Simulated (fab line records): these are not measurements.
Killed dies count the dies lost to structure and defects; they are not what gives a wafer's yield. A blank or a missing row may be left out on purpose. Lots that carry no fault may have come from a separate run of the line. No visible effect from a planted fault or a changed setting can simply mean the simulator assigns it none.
fab line records | flow sky130
record: lots: 7 | wafers: 21 | last_day: 49
route steps=708 shown GATE_OXIDE@201 POLY_GATE@204 RES_PROTECT@206 PAD_OPEN@708
lots that met no fault: from a run of the same line without faults
start_h: hours from the record's first day to the start of the lot's first wafer shown | wait_h: hours since the lot's step before | " unchanged from the row above | L1.1+2: a row that stands for several wafers | - no value, or no start was given | * or withheld: withheld | < > ~ a bound
route shown NAME@n: NAME is a module with steps in the file, n the number in the route of the first one | usual: mean/standard deviation of fault-free wafers | same: alike in all rows | chamber/n: place in a boat | sites: each site's reading | _std_site: how widely they spread, as a standard deviation | _edge_site: outer sites' mean less inner sites' | radius_mm: for every site, how far away it sits from the centre of the wafer | mask NAME#n: copy n | behind: the last tool/chamber to shape the wafer | hold: the reason the lot was held/the length of the hold in hours/how it ended | device: the transistor (n, p or np) that didn't switch | end of line: tests of these same wafers at the route's end | a step given without rows: its recipe and nothing more | killed: dies lost to structure and defects at the first sort, not the wafer's yield | map: dies across one wafer; x = killed, . = not, _ = none there
set.NAME: the setting the step ran with; set.NAME@STEP: the setting that earlier step ran with | model.NAME: the simulator's own value behind a step, which no gauge read
lots at some steps of the route; a table a step, a row a wafer
services: when a tool's chamber went out of use (start_h, in hours from the record's first day, below 0 if earlier), for how many hours, and the reason
== steps ==
step: SKY_GATE_OXIDE_TW_MEAS_14
usual: GATE_OXIDE_TW: 226.6/1.4
lot.wafer | tool          | chamber | start_h | wait_h | GATE_OXIDE_TW
L117.1    | film_metro-02 | -       | 351.50  | 0.1    | 228.8
L117.2    | "             | -       | "       | "      | 227.5
L117.3    | "             | -       | "       | "      | 227.1
L120.1    | film_metro-02 | -       | 385.67  | 0.1    | 228.4
L120.3    | "             | -       | "       | "      | 228.3
L120.6    | "             | -       | "       | "      | 229.0
L122.2    | film_metro-02 | -       | 390.56  | 0.1    | 228.3
L122.3    | "             | -       | "       | "      | 227.8
L122.4    | "             | -       | "       | "      | 228.0
L124.1    | film_metro-04 | -       | 406.13  | 0.1    | 224.7
L124.4    | "             | -       | "       | "      | 225.7
L124.6    | "             | -       | "       | "      | 223.6
L129.1    | film_metro-04 | -       | 439.20  | 0.1    | 226.2
L129.2    | "             | -       | "       | "      | 226.6
L129.5    | "             | -       | "       | "      | 226.5
L131.1    | film_metro-02 | -       | 459.25  | 0.1    | 228.1
L131.4    | "             | -       | "       | "      | 229.2
L131.5    | "             | -       | "       | "      | 228.4
L134.2    | film_metro-02 | -       | 476.06  | 0.1    | 227.6
L134.4    | "             | -       | "       | "      | 227.2
L134.6    | "             | -       | "       | "      | 228.4
step: SKY_GATE_OXIDE_CLEAN_15
recipe: chemistry: SC1/SC2 | mix: 1:4:20 | temp_c: 70 | time_s: 150 | dry: n2_spin
step: SKY_GATE_OXIDE_OXIDATION_16
recipe: temp_c: 807 | ambient: O2 | idle_temp_c: 700 | ramp_up_c_per_min: 10 | ramp_down_c_per_min: 3 | stabilise_s: 600 | purge_s: 300 | target_thk_a: 35.7 | ox_time_s: 1915
step: SKY_POLY_GATE_CVD_00
recipe: material: poly-Si | target_thk_nm: 180 | temp_c: 620 | time_s: 720 | pressure_mtorr: 200
step: SKY_POLY_GATE_THK_MEAS_01
recipe: reads: poly-Si_of_POLY_GATE_CVD_00
usual: POLY_GATE_CVD_00_THK: 180.8/2.3
lot.wafer | tool          | chamber | start_h | wait_h | POLY_GATE_CVD_00_THK[nm]
L117.1    | film_metro-04 | -       | 356.23  | 0.0    | 184.6
L117.2    | "             | -       | "       | "      | 185.5
L117.3    | "             | -       | "       | "      | 184.4
L120.1    | film_metro-04 | -       | 389.43  | 0.0    | 181.3
L120.3    | "             | -       | "       | "      | 182.2
L120.6    | "             | -       | "       | "      | 181.4
L122.2    | film_metro-04 | -       | 394.84  | 0.0    | 183.6
L122.3    | "             | -       | "       | "      | 184.9
L122.4    | "             | -       | "       | "      | 185.5
L124.1    | film_metro-03 | -       | 410.86  | 0.0    | 179.5
L124.4    | "             | -       | "       | "      | 179.5
L124.6    | "             | -       | "       | "      | 180.8
L129.1    | film_metro-04 | -       | 442.05  | 0.0    | 180.7
L129.2    | "             | -       | "       | "      | 180.3
L129.5    | "             | -       | "       | "      | 182.3
L131.1    | film_metro-03 | -       | 465.00  | 0.0    | 179.7
L131.4    | "             | -       | "       | "      | 179.8
L131.5    | "             | -       | "       | "      | 180.2
L134.2    | film_metro-03 | -       | 479.50  | 0.0    | 179.9
L134.4    | "             | -       | "       | "      | 179.3
L134.6    | "             | -       | "       | "      | 180.2
step: SKY_RES_PROTECT_DEHYDRATE_00
recipe: temp_c: 200 | time_s: 60
step: SKY_RES_PROTECT_HMDS_01
recipe: prime_time_s: 60 | prime_temp_c: 120
step: SKY_RES_PROTECT_COAT_02
recipe: resist: NOVOLAK | spin_rpm: 3000 | resist_thk_nm: 1140
step: SKY_RES_PROTECT_SOFTBAKE_03
recipe: temp_c: 90 | time_s: 60 | resist: NOVOLAK
step: SKY_RES_PROTECT_EXPOSE_04
recipe: mask_id: RPM | na: 0.6 | source_shape: conventional | sigma_outer: 0.6 | polarization: unpolarized | target_cd_nm: 1270 | dose_mj: 131
step: SKY_RES_PROTECT_PEB_05
recipe: temp_c: withheld | time_s: * | resist: NOVOLAK
step: SKY_RES_PROTECT_DEVELOP_06
recipe: resist: NOVOLAK | developer: TMAH | develop_time_s: 60 | dev_temp_c: 23
step: SKY_POLY_GATE_IMPLANT_02
recipe: species: P | energy_kev: 30 | dose_cm2: 7.7e+15 | tilt_deg: 0
lot.wafer  | tool         | chamber | start_h | wait_h
L117.1+2+3 | implanter-02 | 0       | 383.37  | 0.1
L120.1+3+6 | implanter-04 | 0       | 418.91  | 0.1
L122.2+3+4 | implanter-04 | 0       | 423.63  | 0.1
L122.2+3+4 | implanter-04 | 0       | 423.95  | 0.3
L124.1+4+6 | implanter-03 | 0       | 440.01  | 0.1
L129.1+2+5 | implanter-03 | 0       | 472.22  | 0.1
L129.1+2+5 | implanter-03 | 0       | 472.54  | 0.3
L131.1+4+5 | implanter-03 | 0       | 495.76  | 0.1
L131.1+4+5 | implanter-03 | 0       | 496.08  | 0.3
L134.2+4+6 | implanter-03 | 0       | 509.23  | 0.1
step: SKY_RES_PROTECT_STRIP_07
recipe: chemistry: O2/N2 | power_w: 1400 | pressure_mtorr: 1500 | platen_temp_c: withheld | o2_flow_sccm: 3000 | n2_flow_sccm: 300 | overash_fraction: 0.5
usual: chamber_pressure_mTorr: 1499.9/1.4 | drypump_motor_current_A: 5.8/0.32 | oes_product_au: 0.518/0.0045 | strip_time_to_endpoint_s: 23.30/0.044
lot.wafer | tool            | chamber | start_h | wait_h | chamber_pressure_mTorr | drypump_motor_current_A | oes_product_au | rf_hours_counter_h | strip_time_to_endpoint_s
L117.1    | plasma_asher-01 | 1       | 383.52  | 0.1    | 1500.1                 | 6.3                     | 0.519          | 25                 | 23.24
L117.2    | "               | 0       | "       | "      | 1501.6                 | 5.5                     | 0.520          | 25                 | 23.27
L117.3    | "               | 0       | "       | "      | 1500.6                 | 5.5                     | 0.518          | -                  | 23.21
L120.1    | plasma_asher-02 | 1       | 419.06  | 0.1    | 1499.8                 | 5.6                     | 0.520          | 70                 | 23.23
L120.3    | "               | 1       | "       | "      | 1500.0                 | 5.6                     | 0.511          | -                  | 23.25
L120.6    | "               | 0       | "       | "      | 1500.1                 | 5.6                     | 0.519          | -                  | 23.20
L122.2    | plasma_asher-01 | 1       | 424.08  | 0.1    | 1498.3                 | 6.2                     | 0.501          | 29                 | 25.15
L122.3    | "               | 1       | "       | "      | 1500.9                 | 6.2                     | 0.494          | -                  | 25.16
L122.4    | "               | 0       | "       | "      | 1500.1                 | 5.5                     | 0.500          | -                  | 25.16
L124.1    | plasma_asher-01 | 1       | 440.16  | 0.1    | 1500.0                 | 6.2                     | 0.516          | 31                 | 23.30
L124.4    | "               | 1       | "       | "      | 1499.6                 | 6.2                     | 0.517          | -                  | 23.34
L124.6    | "               | 0       | "       | "      | 1498.2                 | 5.5                     | 0.522          | -                  | 23.35
L129.1    | plasma_asher-02 | 1       | 472.69  | 0.1    | 1501.1                 | 5.6                     | 0.497          | 4                  | 25.14
L129.2    | "               | 0       | "       | "      | 1499.2                 | 5.6                     | 0.491          | 4                  | 25.15
L129.5    | "               | 0       | "       | "      | 1500.4                 | 5.6                     | 0.504          | -                  | 25.14
L131.1    | plasma_asher-01 | 0       | 496.23  | 0.1    | 1496.8                 | 5.5                     | 0.504          | 36                 | 25.06
L131.4    | "               | 1       | "       | "      | 1500.9                 | 6.2                     | 0.493          | -                  | 25.09
L131.5    | "               | 0       | "       | "      | 1501.4                 | 5.5                     | 0.503          | -                  | 25.09
L134.2    | plasma_asher-01 | 0       | 509.36  | 0.1    | 1498.5                 | 5.5                     | 0.527          | 37                 | 23.32
L134.4    | "               | 1       | "       | "      | 1498.8                 | 6.2                     | 0.516          | -                  | 23.36
L134.6    | "               | 0       | "       | "      | 1499.3                 | 5.5                     | 0.518          | -                  | 23.38
step: SKY_RES_PROTECT_TW_MEAS_08
usual: POLY_GATE_TW: 4050/34
lot.wafer | tool          | chamber | start_h | wait_h | POLY_GATE_TW
L117.1    | film_metro-03 | -       | 383.62  | 0.1    | 4030
L117.2    | "             | -       | "       | "      | 4029
L117.3    | "             | -       | "       | "      | 4027
L120.1    | film_metro-03 | -       | 419.16  | 0.1    | 4043
L120.3    | "             | -       | "       | "      | 4023
L120.6    | "             | -       | "       | "      | 4049
L122.2    | film_metro-04 | -       | 424.19  | 0.1    | 4181
L122.3    | "             | -       | "       | "      | 4193
L122.4    | "             | -       | "       | "      | 4181
L124.1    | film_metro-03 | -       | 440.26  | 0.1    | 3985
L124.4    | "             | -       | "       | "      | 3987
L124.6    | "             | -       | "       | "      | 3990
L129.1    | film_metro-03 | -       | 472.79  | 0.1    | 4122
L129.2    | "             | -       | "       | "      | 4153
L129.5    | "             | -       | "       | "      | 4159
L131.1    | film_metro-03 | -       | 496.32  | 0.1    | 4173
L131.4    | "             | -       | "       | "      | 4150
L131.5    | "             | -       | "       | "      | 4175
L134.2    | film_metro-04 | -       | 509.47  | 0.1    | 4087
L134.4    | "             | -       | "       | "      | 4070
L134.6    | "             | -       | "       | "      | 4059
step: SKY_RES_PROTECT_CLEAN_09
recipe: chemistry: SC1/SC2 | mix: 1:4:20 | temp_c: 70 | time_s: 150 | dry: n2_spin
step: SKY_PAD_OPEN_PROBE_99
usual: killed_at_M0_to_M3: 44/6.8 | killed_at_M4_up: 3.1/1.8 | killed_at_contacts: 25/5.2 | killed_at_front_end: 15/4.1 | killed_at_other: 0.3/0.62 | killed_dies: 88/9.4 | killed_open: 48/7.1 | killed_short: 40/6.1
same: gross_dies: 492 | killed_at_back_side: 0
lot.wafer | tool      | chamber | start_h | wait_h | killed_at_M0_to_M3 | killed_at_M4_up | killed_at_contacts | killed_at_front_end | killed_at_other | killed_dies | killed_open | killed_short | model.etest.res_poly.line_ohm_um | model.etest.licon_poly.rc_ohm | model.etest.res_poly.rs_ohm_sq
L117.1    | prober-01 | -       | 1104.68 | 0.1    | 34                 | 1               | 23                 | 15                  | 1               | 74          | 37          | 37           | 508.6                            | 152.4                         | 48.09
L117.2    | prober-01 | -       | 1104.73 | 0.1    | 45                 | 3               | 27                 | 16                  | 0               | 91          | 47          | 43           | 511                              | 159.7                         | 47.06
L117.3    | prober-01 | -       | 1104.78 | 0.2    | 42                 | 1               | 23                 | 18                  | 0               | 84          | 45          | 39           | 504.1                            | 151.3                         | 47.13
L120.1    | prober-02 | -       | 1130.83 | 0.1    | 47                 | 3               | 23                 | 8                   | 0               | 81          | 45          | 36           | 495.7                            | 150.1                         | 47.71
L120.3    | prober-02 | -       | 1130.93 | 0.2    | 49                 | 1               | 27                 | 13                  | 0               | 90          | 58          | 32           | 524                              | 148                           | 47.61
L120.6    | prober-02 | -       | 1131.08 | 0.2    | 46                 | 2               | 33                 | 10                  | 3               | 94          | 50          | 44           | 522.9                            | 145.3                         | 48.53
L122.2    | prober-01 | -       | 1132.38 | 0.1    | 66                 | 3               | 17                 | 17                  | 1               | 104         | 59          | 45           | 379.3                            | 103.5                         | 35.53
L122.3    | prober-01 | -       | 1132.43 | 0.2    | 49                 | 6               | 20                 | 23                  | 0               | 98          | 49          | 49           | 364.6                            | 101.7                         | 34.77
L122.4    | prober-01 | -       | 1132.48 | 0.2    | 43                 | 5               | 21                 | 21                  | 0               | 90          | 48          | 42           | 355.1                            | 107.7                         | 34.75
L124.1    | prober-02 | -       | 1146.60 | 0.1    | 33                 | 2               | 19                 | 14                  | 0               | 68          | 37          | 31           | 530.2                            | 154.1                         | 48.67
L124.4    | prober-02 | -       | 1146.75 | 0.2    | 46                 | 2               | 22                 | 16                  | 0               | 86          | 45          | 41           | 518.9                            | 146.9                         | 48.35
L124.6    | prober-02 | -       | 1146.85 | 0.2    | 50                 | 3               | 26                 | 13                  | 0               | 92          | 48          | 44           | 517.5                            | 145.7                         | 48.02
L129.1    | prober-01 | -       | 1164.10 | 0.1    | 46                 | 4               | 24                 | 18                  | 0               | 92          | 54          | 36           | 388.7                            | 100.2                         | 35.54
L129.2    | prober-01 | -       | 1164.15 | 0.1    | 50                 | 4               | 25                 | 24                  | 1               | 104         | 57          | 46           | 383.2                            | 104.6                         | 35.74
L129.5    | prober-01 | -       | 1164.30 | 0.2    | 43                 | 4               | 21                 | 18                  | 0               | 86          | 48          | 38           | 377.2                            | 104.7                         | 35.27
L131.1    | prober-01 | -       | 1175.90 | 0.1    | 49                 | 1               | 24                 | 14                  | 1               | 89          | 48          | 41           | 373.1                            | 104.8                         | 36.21
L131.4    | prober-01 | -       | 1176.05 | 0.2    | 45                 | 4               | 20                 | 11                  | 2               | 82          | 39          | 43           | 376.2                            | 103.9                         | 36.05
L131.5    | prober-01 | -       | 1176.10 | 0.2    | 53                 | 6               | 22                 | 18                  | 0               | 99          | 53          | 46           | 383.8                            | 102.2                         | 36.49
L134.2    | prober-01 | -       | 1185.43 | 0.1    | 57                 | 2               | 21                 | 19                  | 0               | 99          | 45          | 54           | 493.1                            | 143.6                         | 48.18
L134.4    | prober-01 | -       | 1185.53 | 0.2    | 29                 | 3               | 28                 | 11                  | 2               | 73          | 48          | 25           | 510.2                            | 149.6                         | 49.43
L134.6    | prober-01 | -       | 1185.63 | 0.2    | 42                 | 3               | 32                 | 10                  | 0               | 87          | 52          | 35           | 505.7                            | 154.9                         | 48.67
killed by level:class
L117.1 CONTACT:geometric_particle:open=8 LI_CONTACT:geometric_particle:open=7 VIA1:geometric_particle:open=7 METAL1:geometric_particle:short=6 FIELD_ISO:geometric_particle:short=5 POLY_GATE:geometric_particle:short=5 METAL2:geometric_particle:short=5 CONTACT:geometric_particle:short=5
L117.2 VIA1:geometric_particle:open=10 CONTACT:geometric_particle:open=9 LI_CONTACT:geometric_particle:open=7 METAL1:geometric_particle:short=7 VIA3:geometric_particle:open=7 LOCAL_INTERCONNECT:geometric_particle:short=6 VIA2:geometric_particle:open=5 POLY_GATE:geometric_particle:open=4
L117.3 VIA1:geometric_particle:open=12 CONTACT:geometric_particle:open=10 LOCAL_INTERCONNECT:geometric_particle:short=7 FIELD_ISO:geometric_particle:short=6 VIA3:geometric_particle:open=6 METAL2:geometric_particle:short=5 SPACER:geometric_particle:open=4 VIA1:geometric_particle:short=4
L120.1 VIA1:geometric_particle:open=16 LI_CONTACT:geometric_particle:open=7 CONTACT:geometric_particle:open=7 METAL2:geometric_particle:short=7 VIA2:geometric_particle:open=7 VIA1:geometric_particle:short=5 CONTACT:geometric_particle:short=4 VIA3:geometric_particle:open=4
L120.3 VIA1:geometric_particle:open=15 CONTACT:geometric_particle:open=13 VIA2:geometric_particle:open=12 VIA1:geometric_particle:short=7 CONTACT:geometric_particle:short=6 LI_CONTACT:geometric_particle:open=5 FIELD_ISO:geometric_particle:open=4 METAL1:geometric_particle:short=4
L120.6 CONTACT:geometric_particle:open=10 VIA1:geometric_particle:open=10 VIA2:geometric_particle:open=9 CONTACT:geometric_particle:short=9 METAL2:geometric_particle:short=7 LI_CONTACT:geometric_particle:open=6 METAL1:geometric_particle:short=5 VIA1:geometric_particle:short=5
L122.2 VIA1:geometric_particle:open=17 METAL1:geometric_particle:short=10 VIA3:geometric_particle:open=9 VIA2:geometric_particle:open=7 CONTACT:geometric_particle:open=6 POLY_GATE:geometric_particle:short=4 METAL2:geometric_particle:open=4 CONTACT:geometric_particle:short=4
L122.3 VIA1:geometric_particle:open=11 FIELD_ISO:geometric_particle:short=9 VIA3:geometric_particle:open=8 CONTACT:geometric_particle:open=7 METAL1:geometric_particle:short=7 VIA2:geometric_particle:open=6 VIA2:geometric_particle:short=6 FIELD_ISO:geometric_particle:open=5
L122.4 VIA1:geometric_particle:open=12 CONTACT:geometric_particle:open=8 VIA1:geometric_particle:short=6 VIA2:geometric_particle:open=6 POLY_GATE:geometric_particle:short=5 FIELD_ISO:geometric_particle:open=4 LI_CONTACT:geometric_particle:open=4 LOCAL_INTERCONNECT:geometric_particle:short=4
L124.1 VIA3:geometric_particle:open=7 FIELD_ISO:geometric_particle:open=6 CONTACT:geometric_particle:open=6 METAL2:geometric_particle:short=6 LI_CONTACT:geometric_particle:open=5 VIA2:geometric_particle:open=5 METAL1:geometric_particle:short=4 FIELD_ISO:geometric_particle:short=3
L124.4 VIA1:geometric_particle:open=14 METAL1:geometric_particle:short=7 CONTACT:geometric_particle:open=6 VIA1:geometric_particle:short=6 LI_CONTACT:geometric_particle:open=5 LOCAL_INTERCONNECT:geometric_particle:short=5 VIA3:geometric_particle:open=5 FIELD_ISO:geometric_particle:open=4
L124.6 VIA1:geometric_particle:open=15 CONTACT:geometric_particle:open=10 METAL2:geometric_particle:short=7 VIA3:geometric_particle:open=7 CONTACT:geometric_particle:short=6 VIA1:geometric_particle:short=5 METAL3:geometric_particle:short=5 POLY_GATE:geometric_particle:short=3
L129.1 VIA2:geometric_particle:open=10 CONTACT:geometric_particle:open=9 VIA1:geometric_particle:open=9 LI_CONTACT:geometric_particle:open=8 METAL1:geometric_particle:short=8 POLY_GATE:geometric_particle:open=5 FIELD_ISO:geometric_particle:short=4 POLY_GATE:geometric_particle:short=4
L129.2 VIA1:geometric_particle:open=11 CONTACT:geometric_particle:open=9 VIA2:geometric_particle:open=9 FIELD_ISO:geometric_particle:open=8 VIA3:geometric_particle:open=7 METAL1:geometric_particle:short=6 FIELD_ISO:geometric_particle:short=5 LI_CONTACT:geometric_particle:open=5
L129.5 VIA1:geometric_particle:open=13 VIA2:geometric_particle:open=9 VIA3:geometric_particle:open=8 FIELD_ISO:geometric_particle:short=7 LI_CONTACT:geometric_particle:open=4 LI_CONTACT:geometric_particle:short=4 VIA1:geometric_particle:short=4 LOCAL_INTERCONNECT:geometric_particle:short=4
L131.1 VIA1:geometric_particle:open=13 LI_CONTACT:geometric_particle:open=7 CONTACT:geometric_particle:open=6 VIA2:geometric_particle:open=6 LOCAL_INTERCONNECT:geometric_particle:short=5 METAL1:geometric_particle:short=5 VIA1:geometric_particle:short=5 VIA3:geometric_particle:open=5
L131.4 METAL1:geometric_particle:short=10 VIA2:geometric_particle:open=7 LI_CONTACT:geometric_particle:open=6 VIA1:geometric_particle:open=6 VIA3:geometric_particle:open=6 VIA1:geometric_particle:short=5 POLY_GATE:geometric_particle:short=4 CONTACT:geometric_particle:open=4
L131.5 VIA1:geometric_particle:open=10 CONTACT:geometric_particle:open=9 METAL1:geometric_particle:short=9 VIA2:geometric_particle:open=8 VIA3:geometric_particle:open=6 VIA1:geometric_particle:short=5 METAL2:geometric_particle:short=5 FIELD_ISO:geometric_particle:open=4
L134.2 VIA2:geometric_particle:open=10 FIELD_ISO:geometric_particle:short=9 CONTACT:geometric_particle:open=8 METAL2:geometric_particle:short=8 VIA1:geometric_particle:open=7 FIELD_ISO:geometric_particle:open=6 VIA1:geometric_particle:short=6 VIA3:geometric_particle:open=6
L134.4 CONTACT:geometric_particle:open=11 LI_CONTACT:geometric_particle:open=10 VIA1:geometric_particle:open=10 VIA3:geometric_particle:open=5 FIELD_ISO:geometric_particle:open=3 LOCAL_INTERCONNECT:geometric_particle:short=3 VIA2:geometric_particle:open=3 FIELD_ISO:geometric_particle:short=2
L134.6 CONTACT:geometric_particle:open=13 LI_CONTACT:geometric_particle:open=8 VIA1:geometric_particle:open=8 VIA3:geometric_particle:open=7 VIA2:geometric_particle:short=6 CONTACT:geometric_particle:short=5 METAL3:geometric_particle:short=5 VIA2:geometric_particle:open=4
== services ==
tool            | chamber | start_h | hours | kind
implanter-02    | -       | 364.27  | 1.2   | repair
implanter-02    | -       | 369.12  | 1.7   | repair
implanter-04    | -       | 382.47  | 3.5   | pm
plasma_asher-01 | -       | 401.96  | 5.5   | repair
plasma_asher-02 | -       | 421.25  | 9.0   | pm
plasma_asher-02 | 0       | 421.25  | 9.0   | vent_cycle
plasma_asher-02 | 1       | 421.25  | 9.0   | vent_cycle
implanter-03    | -       | 430.03  | 4.2   | repair
plasma_asher-02 | 0       | 430.25  | -     | clean
plasma_asher-02 | 1       | 430.25  | -     | clean
plasma_asher-01 | -       | 455.59  | 0.7   | repair
implanter-02    | -       | 479.38  | 2.4   | repair
implanter-03    | -       | 502.23  | 4.6   | repair
== key ==
first_sign: step: SKY_POLY_GATE_IMPLANT_02 | reading: visit | direction: added
effect: step: SKY_RES_PROTECT_STRIP_07 | reading: strip_time_to_endpoint_s | direction: up | sigmas: 42 | usual: * | struck: *
effect: step: SKY_RES_PROTECT_TW_MEAS_08 | reading: POLY_GATE_TW | direction: up | sigmas: 3.4 | usual: 4050 | struck: 4165
model_effect: step: SKY_PAD_OPEN_PROBE_99 | value: etest.res_poly.line_ohm_um | without: 508.1 | struck: 375.7
met_at SKY_POLY_GATE_IMPLANT_02
struck_wafers L122.2,L122.3,L122.4,L129.1,L129.2,L129.5,L131.1,L131.4,L131.5
tester_left_out L122,L129,L131
fault: kind: repeated_step_whole | tool: implanter-02,implanter-03,implanter-04 | chamber: - | onset_h: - | steps: SKY_POLY_GATE_IMPLANT_02 | times: 1 | scope: struck_lots_only
tester_left_out: of these lots the tester's yield and bins aren't shown, on N5 and GAA mostly nor the transistor test; their killed dies are dies lost to structure and defects alone, not to doping, threshold or leakage, so they don't give the yield
